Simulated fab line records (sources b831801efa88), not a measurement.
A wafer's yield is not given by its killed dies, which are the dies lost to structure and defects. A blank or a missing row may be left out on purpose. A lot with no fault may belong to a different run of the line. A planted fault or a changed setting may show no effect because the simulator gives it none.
Chamber matching    flow sky130    SKY_CAP2M_CVD_00 on pecvd-03 has 3 sister chambers
The step deposits SiO2, target thk 15.5 nm. 3 wafers are shown with their chamber, then 7 later ones without.

== WAFERS PAIRED WITH THEIR CHAMBERS ==
wafer   chamber  heater_power_w (W)
L817.1  2        886
L826.1  1        939
L826.5  0        722

== WAFERS WITH NO CHAMBER GIVEN ==
wafer   heater_power_w (W)
L826.6  936
L832.2  956
L832.3  803
L832.4  776
L833.1  836
L833.2  905
L833.6  859

== THE CHAMBER EACH PASSED THROUGH ==
wafer   from the rows above           in truth
L826.6  can't be placed: 1 or 2       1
L832.2  can't be placed: 1 or 2       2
L832.3  can't be placed: 0 or 2 or 1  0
L832.4  can't be placed: 0 or 2       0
L833.1  can't be placed: 2 or 1 or 0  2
L833.2  can't be placed: 2 or 1       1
L833.6  can't be placed: 2 or 1       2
Correctly placed: 0 of 7. Unplaceable from these rows: 7, with the true chamber sitting among the candidates in 7. Number placed wrongly: 0.
How it was worked out, from the rows above alone: a wafer's distance from a chamber is the root of the sum, over the readings, of the square of ((its reading less the chamber's mean) divided by the reading's scatter). If the next closest chamber is less than 2 further off than the closest, the wafer can't be placed; otherwise it belongs to the closest. For every chamber, the mean is computed from those of its wafers that are shown. The scatter: with one shown wafer a chamber, the root of the mean of the squares of how far each hidden wafer lies from its nearest shown one.
